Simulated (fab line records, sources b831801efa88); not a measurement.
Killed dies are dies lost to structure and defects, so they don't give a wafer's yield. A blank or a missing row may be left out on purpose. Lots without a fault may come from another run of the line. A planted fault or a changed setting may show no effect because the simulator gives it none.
fab line records | flow sky130
record lots=13 wafers=39 last_day=51
route steps=708 shown CONTACT@406 PAD_OPEN@708
lots that met no fault: from a run of the same line without faults
start_h: hours from the record's first day to the start of the lot's first wafer shown | wait_h: hours since the lot's step before | " the same as in the row above | L1.1+2: a row that stands for several wafers | - no value, or no start given | * or withheld: withheld | < > ~ a bound
route shown NAME@n: a module of which the file shows steps, and the number in the route of the first | usual: mean/standard deviation of fault-free wafers | same: alike in all rows | chamber/n: place in a boat | sites: the reading at each site | _std_site: their standard deviation | _edge_site: outer sites' mean less inner sites' | radius_mm: how far each site lies from the wafer's centre | mask NAME#n: copy n | behind: the tool/chamber that last shaped the wafer | hold: why the lot was held/for how many hours/how that ended | device: the transistor (n, p or np) that didn't switch | end of line: the same wafers' tests at the end of the route | a step without rows: its recipe alone | killed: dies lost to structure and defects at the first sort, not the wafer's yield | map: a wafer's dies, x killed, . not, _ none there
set.NAME: the setting as run; set.NAME@STEP: as run at that earlier step | model.NAME: the simulator's own value behind a step, which no gauge read
steps of the route over a sample of lots; a table a step, a row a wafer
services: from which hour (start_h, from the record's first day; less than 0 if before it) a tool's chamber was out of use, for how many hours, and why
## steps
# step SKY_CONTACT_CVD_00
# recipe material=Si3N4 target_thk_nm=75 temp_c=400 time_s=withheld rf_w=450
# usual heater_power_w=696/68 rf_fwd_power_W=444.0/1.9
# columns lot.wafer tool chamber start_h wait_h heater_power_w rf_fwd_power_W
L951.1 pecvd-03 2 724.70 0.0 712 445.1
L951.2 " 0 " " 605 445.9
L951.6 " 0 " " 613 446.2
L953.2 pecvd-02 1 739.64 0.0 621 442.7
L953.3 " 0 " " 613 443.4
L953.6 " 1 " " 641 442.6
L954.3 pecvd-01 2 746.85 0.0 615 439.7
L954.5 " 2 " " 595 440.0
L954.6 " 0 " " 736 440.9
L956.1 pecvd-01 1 772.81 0.0 705 443.5
L956.4 " 0 " " 746 442.3
L956.6 " 1 " " 711 444.5
L958.1 pecvd-03 0 782.31 0.0 660 446.3
L958.4 " 1 " " 731 445.1
L958.5 " 0 " " 672 444.1
L959.1 pecvd-03 1 797.53 0.0 778 445.8
L959.2 " 2 " " 636 444.6
L959.5 " 2 " " 650 443.4
L960.1 pecvd-02 1 800.31 0.0 722 445.8
L960.3 " 1 " " 737 444.2
L960.5 " 0 " " 748 444.5
L965.1 pecvd-01 0 827.56 0.0 790 441.5
L965.2 " 2 " " 608 442.3
L965.3 " 1 " " 722 445.4
L966.3 pecvd-02 1 830.13 0.0 733 446.9
L966.4 " 0 " " 733 446.6
L966.6 " 1 " " 716 447.5
L967.2 pecvd-02 0 842.80 0.0 750 444.3
L967.3 " 0 " " 602 444.6
L967.5 " 0 " " 631 444.9
L970.1 pecvd-01 2 860.61 0.0 594 439.3
L970.2 " 1 " " 629 445.8
L970.4 " 2 " " 589 440.0
L971.2 pecvd-03 1 866.78 0.0 820 444.8
L971.3 " 2 " " 704 445.0
L971.6 " 1 " " 801 443.9
L974.4 pecvd-01 1 891.47 0.0 681 445.0
L974.5 " 0 " " 748 441.2
L974.6 " 2 " " 612 442.7
# step SKY_CONTACT_ETCH_16
# recipe chemistry=N2/H2 target=BARC ion_energy_ev=200 source_w=500 bias_w=100 pressure_mtorr=30 n2_flow_sccm=100 h2_flow_sccm=200 stop_on=SiO2 time_s=45.9 target_depth_a=600
# usual drypump_motor_current_A=6.0/0.37 oes_product_au=0.855/0.0045 rf_fwd_power_W=495.2/1.8 throttle_valve_pct=13.223/0.0086
# columns lot.wafer tool chamber start_h wait_h drypump_motor_current_A oes_product_au rf_fwd_power_W rf_hours_counter_h throttle_valve_pct
L951.1 rie_diel-01 3 752.59 0.0 6.2 0.858 497.3 20 13.231
L951.2 " 1 " " 6.2 0.857 496.3 10 13.214
L951.6 " 3 " " 6.2 0.855 496.7 - 13.207
L953.2 rie_diel-02 3 768.59 0.0 6.2 0.859 498.7 6 13.232
L953.3 " 1 " " 5.5 0.852 499.9 15 13.227
L953.6 " 3 " " 6.2 0.858 497.6 - 13.221
L954.3 rie_diel-01 2 774.87 0.0 6.0 0.853 499.1 15 13.224
L954.5 " 3 " " 6.2 0.855 495.4 - 13.222
L954.6 " 2 " " 6.0 0.850 498.8 - 13.241
L956.1 rie_diel-01 3 800.24 0.0 6.2 0.860 495.3 22 13.221
L956.4 " 2 " " 6.0 0.865 496.1 15 13.219
L956.6 " 3 " " 6.2 0.848 493.5 - 13.199
L958.1 rie_diel-04 0 810.22 0.0 6.3 0.857 496.0 4 13.231
L958.4 " 3 " " 5.3 0.848 494.3 10 13.224
L958.5 " 2 " " 5.5 0.852 493.7 - 13.232
L959.1 rie_diel-01 3 825.84 0.0 6.2 0.857 492.1 23 13.231
L959.2 " 2 " " 6.0 0.852 495.2 16 13.218
L959.5 " 2 " " 6.0 0.865 495.2 - 13.219
L960.1 rie_diel-01 2 827.87 0.0 6.0 0.854 497.0 16 13.217
L960.3 " 1 " " 6.2 0.850 494.6 12 13.231
L960.5 " 3 " " 6.2 0.855 495.0 - 13.227
L965.1 rie_diel-01 0 855.89 0.0 5.9 0.864 494.7 13 13.233
L965.2 " 2 " " 6.0 0.861 496.3 18 13.220
L965.3 " 3 " " 6.2 0.857 497.0 24 13.230
L966.3 rie_diel-04 0 858.27 0.0 6.4 0.851 494.1 6 13.228
L966.4 " 2 " " 5.5 0.850 492.2 13 13.229
L966.6 " 2 " " 5.5 0.859 493.8 - 13.216
L967.2 rie_diel-04 0 870.24 0.0 6.3 0.857 493.7 7 13.231
L967.3 " 1 " " 6.4 0.866 495.3 10 13.223
L967.5 " 3 " " 5.3 0.859 495.1 - 13.215
L970.1 rie_diel-04 3 887.69 0.0 5.3 0.851 496.3 13 13.223
L970.2 " 0 " " 6.3 0.852 496.4 7 13.227
L970.4 " 1 " " 6.4 0.848 491.9 11 13.220
L971.2 rie_diel-04 3 893.64 0.0 5.3 0.845 495.6 14 13.214
L971.3 " 1 " " 6.4 0.860 496.0 11 13.219
L971.6 " 2 " " 5.5 0.853 493.6 - 13.223
L974.4 rie_diel-02 0 918.04 0.0 6.0 0.847 495.2 - 13.219
L974.5 " 3 " " 6.2 0.858 496.2 - 13.230
L974.6 " 1 " " 5.5 0.856 493.9 - 13.234
# step SKY_CONTACT_STRIP_20
# recipe chemistry=post_etch_residue_remover time_s=1200 temp_c=72.5
# usual bath_guard_temp_C=72.9/0.64 temp_c=72.48/0.11
# columns lot.wafer tool chamber start_h wait_h bath_guard_temp_C temp_c
L951.1 wet_bench-02 1 752.83 0.1 73.9 72.60
L951.2 " 1 " " 73.6 72.55
L951.6 " 1 " " 73.6 72.51
L953.2 wet_bench-03 2 768.83 0.1 72.7 72.47
L953.3 " 2 " " 72.3 72.38
L953.6 " 2 " " 72.5 72.36
L954.3 wet_bench-03 0 775.10 0.0 72.6 72.42
L954.5 " 0 " " 72.7 72.41
L954.6 " 0 " " 72.9 72.35
L956.1 wet_bench-03 1 800.48 0.1 71.9 72.41
L956.4 " 1 " " 71.8 72.37
L956.6 " 1 " " 71.6 72.50
L958.1 wet_bench-02 2 810.45 0.1 72.0 72.68
L958.4 " 2 " " 72.1 72.60
L958.5 " 2 " " 72.1 72.76
L959.1 wet_bench-01 1 826.08 0.1 72.6 72.37
L959.2 " 1 " " 72.4 72.58
L959.5 " 1 " " 72.8 72.33
L960.1 wet_bench-03 2 828.10 0.1 72.4 72.37
L960.3 " 2 " " 72.8 72.41
L960.5 " 2 " " 72.8 72.35
L965.1 wet_bench-02 1 856.13 0.1 77.0 75.86
L965.2 " 1 " " 77.2 75.90
L965.3 " 1 " " 77.2 75.93
L966.3 wet_bench-02 1 858.50 0.0 77.3 75.94
L966.4 " 1 " " 77.4 76.04
L966.6 " 1 " " 77.4 75.89
L967.2 wet_bench-01 1 870.48 0.1 72.4 72.41
L967.3 " 1 " " 72.4 72.73
L967.5 " 1 " " 72.7 72.33
L970.1 wet_bench-03 3 887.93 0.1 73.4 72.21
L970.2 " 3 " " 73.3 72.32
L970.4 " 3 " " 73.4 72.30
L971.2 wet_bench-03 0 893.88 0.1 73.0 72.63
L971.3 " 0 " " 72.8 72.38
L971.6 " 0 " " 73.0 72.44
L974.4 wet_bench-01 3 918.26 0.0 72.8 72.39
L974.5 " 3 " " 72.6 72.56
L974.6 " 3 " " 72.8 72.36
# step SKY_CONTACT_CVD_24
# recipe material=W target_thk_nm=340 time_s=102.12 temp_c=400 pressure_torr=40
# usual heater_power_w=838/99
# columns lot.wafer tool chamber start_h wait_h heater_power_w
L951.1 cvd_w-01 1 753.38 0.0 672
L951.2 " 0 " " 902
L951.6 " 0 " " 929
L953.2 cvd_w-01 0 769.38 0.0 939
L953.3 " 0 " " 928
L953.6 " 1 " " 670
L954.3 cvd_w-02 0 775.71 0.1 827
L954.5 " 1 " " 917
L954.6 " 0 " " 807
L956.1 cvd_w-02 0 801.07 0.0 833
L956.4 " 1 " " 908
L956.6 " 0 " " 841
L958.1 cvd_w-02 0 811.02 0.0 833
L958.4 " 1 " " 876
L958.5 " 1 " " 904
L959.1 cvd_w-02 1 826.63 0.0 928
L959.2 " 1 " " 910
L959.5 " 1 " " 902
L960.1 cvd_w-02 1 828.66 0.0 931
L960.3 " 1 " " 917
L960.5 " 1 " " 900
L965.1 cvd_w-02 1 856.72 0.0 884
L965.2 " 0 " " 823
L965.3 " 1 " " 923
L966.3 cvd_w-01 0 859.13 0.1 935
L966.4 " 1 " " 693
L966.6 " 0 " " 963
L967.2 cvd_w-02 1 871.03 0.0 882
L967.3 " 1 " " 910
L967.5 " 0 " " 825
L970.1 cvd_w-01 0 888.54 0.0 943
L970.2 " 1 " " 699
L970.4 " 0 " " 940
L971.2 cvd_w-01 1 894.46 0.0 674
L971.3 " 0 " " 933
L971.6 " 0 " " 935
L974.4 cvd_w-02 0 918.92 0.1 756
L974.5 " 0 " " 773
L974.6 " 0 " " 781
# step SKY_PAD_OPEN_PROBE_99
# usual killed_at_M0_to_M3=42/6.7 killed_at_M4_up=3.0/1.9 killed_at_contacts=24/5.3 killed_at_front_end=16/4.3 killed_at_other=0.4/0.71 killed_dies=85/9.6 killed_open=46/6.5 killed_short=39/6.7
# same gross_dies=492 killed_at_back_side=0
# columns lot.wafer tool chamber start_h wait_h killed_at_M0_to_M3 killed_at_M4_up killed_at_contacts killed_at_front_end killed_at_other killed_dies killed_open killed_short
L951.1 prober-02 - 1098.05 0.1 45 0 24 12 2 83 45 36
L951.2 prober-02 - 1098.10 0.1 43 5 33 21 2 104 52 50
L951.6 prober-02 - 1098.30 0.2 37 0 20 21 3 81 44 35
L953.2 prober-02 - 1112.28 0.1 54 2 26 11 0 93 52 41
L953.3 prober-02 - 1112.33 0.2 43 2 19 11 0 75 38 36
L953.6 prober-02 - 1112.48 0.2 41 5 22 12 0 80 38 41
L954.3 prober-01 - 1117.25 0.2 54 5 21 15 0 95 47 48
L954.5 prober-01 - 1117.35 0.2 28 3 29 17 1 78 39 39
L954.6 prober-01 - 1117.40 0.2 36 0 22 22 0 80 45 35
L956.1 prober-01 - 1135.01 0.1 48 1 17 16 0 82 42 40
L956.4 prober-01 - 1135.16 0.2 46 2 17 21 0 86 43 43
L956.6 prober-01 - 1135.26 0.2 40 2 27 12 0 81 42 39
L958.1 prober-01 - 1142.46 0.1 37 3 27 14 1 82 44 38
L958.4 prober-01 - 1142.61 0.2 33 1 25 16 0 75 46 29
L958.5 prober-01 - 1142.66 0.2 36 4 23 15 0 78 42 36
L959.1 prober-02 - 1155.10 0.1 34 1 23 19 0 77 44 33
L959.2 prober-02 - 1155.15 0.1 46 2 26 17 0 91 55 35
L959.5 prober-02 - 1155.30 0.2 43 1 22 19 0 85 34 49
L960.1 prober-01 - 1156.10 0.1 44 3 23 17 0 87 52 35
L960.3 prober-01 - 1156.20 0.2 48 4 19 12 2 85 43 41
L960.5 prober-01 - 1156.30 0.2 45 2 15 19 0 81 46 34
L965.1 prober-01 - 1176.67 0.1 50 3 26 14 0 93 59 34
L965.2 prober-01 - 1176.72 0.1 52 4 26 8 0 90 53 37
L965.3 prober-01 - 1176.77 0.2 41 4 29 13 0 87 43 43
L966.3 prober-01 - 1178.64 0.2 30 0 18 19 0 67 39 28
L966.4 prober-01 - 1178.69 0.2 34 1 21 13 1 70 39 30
L966.6 prober-01 - 1178.79 0.2 38 3 32 13 1 87 49 38
L967.2 prober-02 - 1183.55 0.1 56 5 26 22 0 109 56 53
L967.3 prober-02 - 1183.60 0.2 50 5 32 24 0 111 62 49
L967.5 prober-02 - 1183.70 0.2 51 8 43 12 0 114 58 56
L970.1 prober-01 - 1196.41 0.1 49 2 26 8 1 86 40 45
L970.2 prober-01 - 1196.46 0.1 38 1 22 18 0 79 46 33
L970.4 prober-01 - 1196.56 0.2 42 2 22 8 1 75 41 34
L971.2 prober-02 - 1198.05 0.1 47 3 24 14 0 88 53 33
L971.3 prober-02 - 1198.10 0.2 32 2 25 26 0 85 51 33
L971.6 prober-02 - 1198.25 0.2 52 1 25 24 0 102 47 55
L974.4 prober-01 - 1217.16 0.2 41 5 16 24 0 86 48 38
L974.5 prober-01 - 1217.21 0.2 44 1 24 22 1 92 50 41
L974.6 prober-01 - 1217.26 0.2 39 2 26 21 0 88 48 39
# killed by level:class
L951.1 VIA1:geometric_particle:open=13 CONTACT:geometric_particle:open=8 CONTACT:geometric_particle:short=8 VIA3:geometric_particle:open=7 FIELD_ISO:geometric_particle:open=6 VIA2:geometric_particle:open=5 LI_CONTACT:geometric_particle:short=4 VIA1:geometric_particle:short=4
L951.2 CONTACT:geometric_particle:open=13 METAL1:geometric_particle:short=8 LI_CONTACT:geometric_particle:open=7 FIELD_ISO:geometric_particle:open=6 VIA2:geometric_particle:open=6 FIELD_ISO:geometric_particle:short=5 LOCAL_INTERCONNECT:geometric_particle:short=5 CONTACT:geometric_particle:short=5
L951.6 VIA1:geometric_particle:open=10 CONTACT:geometric_particle:open=7 VIA3:geometric_particle:open=6 VIA2:geometric_particle:short=6 FIELD_ISO:geometric_particle:short=5 METAL1:geometric_particle:short=5 LI_CONTACT:geometric_particle:open=5 POLY_GATE:geometric_particle:short=4
L953.2 VIA1:geometric_particle:open=11 VIA2:geometric_particle:open=10 CONTACT:geometric_particle:open=8 FIELD_ISO:geometric_particle:open=6 METAL2:geometric_particle:short=6 VIA1:geometric_particle:short=5 LI_CONTACT:geometric_particle:open=5 CONTACT:geometric_particle:short=5
L953.3 METAL1:geometric_particle:short=9 VIA2:geometric_particle:open=8 CONTACT:geometric_particle:open=6 VIA1:geometric_particle:open=6 LI_CONTACT:geometric_particle:open=5 LOCAL_INTERCONNECT:geometric_particle:short=4 VIA1:geometric_particle:short=4 METAL3:geometric_particle:short=4
L953.6 CONTACT:geometric_particle:open=8 METAL2:geometric_particle:short=7 VIA2:geometric_particle:open=6 VIA1:geometric_particle:open=6 LOCAL_INTERCONNECT:geometric_particle:short=5 METAL1:geometric_particle:short=5 METAL4:geometric_particle:short=4 LI_CONTACT:geometric_particle:open=4
L954.3 VIA2:geometric_particle:open=12 METAL2:geometric_particle:short=8 CONTACT:geometric_particle:open=8 VIA1:geometric_particle:open=8 VIA1:geometric_particle:short=6 METAL1:geometric_particle:short=5 LI_CONTACT:geometric_particle:open=5 FIELD_ISO:geometric_particle:short=4
L954.5 LI_CONTACT:geometric_particle:open=10 CONTACT:geometric_particle:open=8 CONTACT:geometric_particle:short=6 VIA1:geometric_particle:open=5 LI_CONTACT:geometric_particle:short=5 METAL1:geometric_particle:short=5 METAL2:geometric_particle:short=5 POLY_GATE:geometric_particle:open=4
L954.6 METAL2:geometric_particle:short=11 CONTACT:geometric_particle:open=9 FIELD_ISO:geometric_particle:open=8 VIA1:geometric_particle:open=8 LI_CONTACT:geometric_particle:open=6 POLY_GATE:geometric_particle:short=4 LOCAL_INTERCONNECT:geometric_particle:short=4 METAL1:geometric_particle:short=4
L956.1 VIA1:geometric_particle:open=10 METAL1:geometric_particle:short=8 VIA3:geometric_particle:open=7 VIA2:geometric_particle:open=6 METAL2:geometric_particle:short=6 LI_CONTACT:geometric_particle:open=5 POLY_GATE:geometric_particle:short=4 VIA1:geometric_particle:short=4
L956.4 VIA1:geometric_particle:open=11 METAL2:geometric_particle:short=7 VIA1:geometric_particle:short=7 CONTACT:geometric_particle:open=6 VIA2:geometric_particle:open=6 POLY_GATE:geometric_particle:short=5 LI_CONTACT:geometric_particle:open=4 METAL1:geometric_particle:short=4
L956.6 LI_CONTACT:geometric_particle:open=12 CONTACT:geometric_particle:open=8 VIA1:geometric_particle:open=7 VIA1:geometric_particle:short=6 METAL2:geometric_particle:short=6 VIA3:geometric_particle:short=6 VIA2:geometric_particle:short=4 VIA2:geometric_particle:open=4
L958.1 VIA2:geometric_particle:open=9 CONTACT:geometric_particle:open=8 VIA1:geometric_particle:open=7 METAL2:geometric_particle:short=7 POLY_GATE:geometric_particle:open=6 CONTACT:geometric_particle:short=6 LI_CONTACT:geometric_particle:short=4 LI_CONTACT:geometric_particle:open=4
L958.4 CONTACT:geometric_particle:open=10 VIA1:geometric_particle:open=8 VIA3:geometric_particle:open=6 FIELD_ISO:geometric_particle:open=5 LI_CONTACT:geometric_particle:open=5 CONTACT:geometric_particle:short=5 METAL1:geometric_particle:short=5 VIA2:geometric_particle:open=5
L958.5 VIA1:geometric_particle:open=13 LI_CONTACT:geometric_particle:open=9 METAL1:geometric_particle:short=8 CONTACT:geometric_particle:open=7 VIA1:geometric_particle:short=5 POLY_GATE:geometric_particle:open=4 CONTACT:geometric_particle:short=4 METAL2:geometric_particle:short=4
L959.1 VIA1:geometric_particle:open=12 POLY_GATE:geometric_particle:open=5 LI_CONTACT:geometric_particle:open=5 LOCAL_INTERCONNECT:geometric_particle:short=5 CONTACT:geometric_particle:open=5 CONTACT:geometric_particle:short=5 METAL1:geometric_particle:short=5 VIA2:geometric_particle:open=5
L959.2 VIA1:geometric_particle:open=19 CONTACT:geometric_particle:open=11 LI_CONTACT:geometric_particle:open=6 FIELD_ISO:geometric_particle:short=4 VIA2:geometric_particle:open=4 POLY_GATE:geometric_particle:short=4 VIA3:geometric_particle:open=4 CONTACT:geometric_particle:short=4
L959.5 METAL1:geometric_particle:short=10 VIA1:geometric_particle:open=8 LI_CONTACT:geometric_particle:open=7 FIELD_ISO:geometric_particle:open=6 CONTACT:geometric_particle:short=6 LOCAL_INTERCONNECT:geometric_particle:short=5 METAL2:geometric_particle:short=5 POLY_GATE:geometric_particle:short=4
L960.1 VIA1:geometric_particle:open=10 CONTACT:geometric_particle:open=9 VIA2:geometric_particle:open=7 VIA3:geometric_particle:open=7 FIELD_ISO:geometric_particle:open=5 LI_CONTACT:geometric_particle:open=5 CONTACT:geometric_particle:short=4 METAL1:geometric_particle:short=4
L960.3 VIA1:geometric_particle:open=9 CONTACT:geometric_particle:open=8 VIA1:geometric_particle:short=7 VIA2:geometric_particle:open=7 VIA3:geometric_particle:open=6 POLY_GATE:geometric_particle:short=5 LOCAL_INTERCONNECT:geometric_particle:short=5 METAL2:geometric_particle:open=5
L960.5 VIA1:geometric_particle:open=12 LI_CONTACT:geometric_particle:open=8 FIELD_ISO:geometric_particle:short=6 METAL1:geometric_particle:short=5 VIA2:geometric_particle:open=5 METAL2:geometric_particle:short=5 CONTACT:geometric_particle:open=4 VIA1:geometric_particle:short=4
L965.1 CONTACT:geometric_particle:open=16 VIA1:geometric_particle:short=11 VIA1:geometric_particle:open=9 VIA2:geometric_particle:open=7 POLY_GATE:geometric_particle:open=6 VIA3:geometric_particle:open=6 LI_CONTACT:geometric_particle:open=4 METAL2:geometric_particle:short=4
L965.2 VIA1:geometric_particle:open=14 LI_CONTACT:geometric_particle:open=9 CONTACT:geometric_particle:open=9 VIA3:geometric_particle:open=9 METAL1:geometric_particle:short=8 METAL2:geometric_particle:short=8 VIA3:geometric_particle:short=5 LOCAL_INTERCONNECT:geometric_particle:short=3
L965.3 CONTACT:geometric_particle:open=9 LI_CONTACT:geometric_particle:open=7 METAL1:geometric_particle:short=7 VIA3:geometric_particle:open=7 LOCAL_INTERCONNECT:geometric_particle:short=6 VIA1:geometric_particle:open=6 CONTACT:geometric_particle:short=5 VIA2:geometric_particle:open=5
L966.3 METAL1:geometric_particle:short=7 POLY_GATE:geometric_particle:open=6 LI_CONTACT:geometric_particle:open=6 CONTACT:geometric_particle:open=6 VIA1:geometric_particle:short=5 VIA2:geometric_particle:open=5 FIELD_ISO:geometric_particle:open=4 LOCAL_INTERCONNECT:geometric_particle:short=3
L966.4 VIA1:geometric_particle:open=9 CONTACT:geometric_particle:open=6 CONTACT:geometric_particle:short=6 VIA1:geometric_particle:short=6 FIELD_ISO:geometric_particle:open=5 LI_CONTACT:geometric_particle:open=5 FIELD_ISO:geometric_particle:short=4 POLY_GATE:geometric_particle:open=4
L966.6 LI_CONTACT:geometric_particle:open=12 VIA1:geometric_particle:open=10 CONTACT:geometric_particle:open=8 VIA2:geometric_particle:open=7 LOCAL_INTERCONNECT:geometric_particle:short=6 METAL1:geometric_particle:short=5 POLY_GATE:geometric_particle:open=4 VIA1:geometric_particle:short=4
L967.2 VIA1:geometric_particle:open=18 FIELD_ISO:geometric_particle:short=9 VIA3:geometric_particle:open=9 CONTACT:geometric_particle:open=9 VIA2:geometric_particle:open=7 LI_CONTACT:geometric_particle:short=6 CONTACT:geometric_particle:short=5 METAL1:geometric_particle:short=5
L967.3 VIA1:geometric_particle:open=13 CONTACT:geometric_particle:open=12 VIA3:geometric_particle:open=12 METAL1:geometric_particle:short=7 FIELD_ISO:geometric_particle:short=6 FIELD_ISO:geometric_particle:open=6 LOCAL_INTERCONNECT:geometric_particle:short=6 LI_CONTACT:geometric_particle:short=5
L967.5 CONTACT:geometric_particle:open=21 METAL1:geometric_particle:short=11 VIA1:geometric_particle:open=10 LOCAL_INTERCONNECT:geometric_particle:short=8 METAL4:geometric_particle:short=7 VIA3:geometric_particle:open=6 LI_CONTACT:geometric_particle:open=5 LOCAL_INTERCONNECT:geometric_particle:open=5
L970.1 VIA1:geometric_particle:open=13 LOCAL_INTERCONNECT:geometric_particle:short=7 VIA1:geometric_particle:short=7 METAL2:geometric_particle:short=7 LI_CONTACT:geometric_particle:open=6 CONTACT:geometric_particle:short=6 CONTACT:geometric_particle:open=6 VIA3:geometric_particle:open=6
L970.2 CONTACT:geometric_particle:open=12 FIELD_ISO:geometric_particle:open=7 VIA2:geometric_particle:open=6 VIA1:geometric_particle:short=6 FIELD_ISO:geometric_particle:short=5 LI_CONTACT:geometric_particle:open=5 VIA3:geometric_particle:open=5 SPACER:geometric_particle:short=4
L970.4 VIA3:geometric_particle:open=9 CONTACT:geometric_particle:open=8 VIA1:geometric_particle:short=8 VIA1:geometric_particle:open=6 VIA2:geometric_particle:open=6 LI_CONTACT:geometric_particle:open=5 CONTACT:geometric_particle:short=5 FIELD_ISO:geometric_particle:open=4
L971.2 VIA1:geometric_particle:open=13 LI_CONTACT:geometric_particle:open=10 CONTACT:geometric_particle:open=9 POLY_GATE:geometric_particle:short=8 VIA2:geometric_particle:open=8 VIA1:geometric_particle:short=5 VIA3:geometric_particle:open=5 METAL1:geometric_particle:short=4
L971.3 VIA1:geometric_particle:open=13 POLY_GATE:geometric_particle:open=11 CONTACT:geometric_particle:open=9 CONTACT:geometric_particle:short=7 LI_CONTACT:geometric_particle:open=6 VIA2:geometric_particle:open=5 FIELD_ISO:geometric_particle:short=4 POLY_GATE:geometric_particle:short=4
L971.6 METAL1:geometric_particle:short=11 VIA3:geometric_particle:open=8 CONTACT:geometric_particle:open=7 VIA1:geometric_particle:short=7 VIA1:geometric_particle:open=7 POLY_GATE:geometric_particle:short=6 LI_CONTACT:geometric_particle:short=6 FIELD_ISO:geometric_particle:short=5
L974.4 VIA3:geometric_particle:open=9 FIELD_ISO:geometric_particle:open=8 FIELD_ISO:geometric_particle:short=7 CONTACT:geometric_particle:open=7 VIA1:geometric_particle:open=7 VIA2:geometric_particle:open=7 LI_CONTACT:geometric_particle:open=4 METAL2:geometric_particle:short=4
L974.5 CONTACT:geometric_particle:open=14 VIA1:geometric_particle:open=10 FIELD_ISO:geometric_particle:short=8 VIA3:geometric_particle:open=5 POLY_GATE:geometric_particle:open=5 CONTACT:geometric_particle:short=5 VIA1:geometric_particle:short=5 METAL2:geometric_particle:short=5
L974.6 VIA1:geometric_particle:open=12 CONTACT:geometric_particle:open=8 FIELD_ISO:geometric_particle:short=6 LI_CONTACT:geometric_particle:open=6 VIA2:geometric_particle:open=6 LOCAL_INTERCONNECT:geometric_particle:short=5 METAL1:geometric_particle:short=5 VIA3:geometric_particle:open=5
## services
# columns tool chamber start_h hours kind
pecvd-02 - 718.70 1.7 repair
rie_diel-01 - 729.33 0.5 repair
rie_diel-04 2 733.31 4.0 repair
wet_bench-03 - 754.07 3.5 repair
pecvd-02 2 759.09 177.8 repair
rie_diel-04 - 769.43 0.6 repair
pecvd-02 - 775.35 2.8 pm
rie_diel-01 - 795.44 0.2 repair
rie_diel-01 2 797.60 1.7 repair
wet_bench-02 - 804.47 1.6 repair
cvd_w-02 - 816.58 3.8 pm
cvd_w-01 - 823.92 6.9 pm
cvd_w-02 0 824.18 11.1 repair
cvd_w-01 - 856.87 0.8 repair
rie_diel-04 2 862.39 2.2 repair
wet_bench-03 - 873.27 1.8 repair
rie_diel-01 2 874.73 5.6 repair
pecvd-01 - 877.71 0.7 repair
cvd_w-02 - 888.10 2.8 pm
cvd_w-01 - 894.86 2.2 repair
cvd_w-02 - 904.00 14.0 pm
pecvd-01 - 906.46 6.0 pm
wet_bench-03 - 908.27 1.6 repair
cvd_w-02 1 916.26 13.8 repair
## key
first_sign step=SKY_CONTACT_STRIP_20 reading=temp_c direction=up sigmas=30 usual=* struck=*
effect step=SKY_CONTACT_STRIP_20 reading=bath_guard_temp_C direction=up sigmas=6.8 usual=* struck=*
met_at SKY_CONTACT_STRIP_20
struck_lots L965,L966
tester_left_out L965,L966
not_acting_at SKY_CONTACT_CVD_00,SKY_CONTACT_ETCH_16,SKY_CONTACT_CVD_24
onset_between 810.45 856.13
fault kind=process_parameter_drift tool=wet_bench-02 chamber=- onset_h=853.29 steps=SKY_CONTACT_STRIP_20 channel=temp_c offset=* shape=step end_h=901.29 acts_in=* stated=*
# tester_left_out: of these lots the tester's yield and bins aren't shown, on N5 and GAA mostly nor the transistor test; their killed dies are dies lost to structure and defects alone, not to doping, threshold or leakage, so they don't give the yield
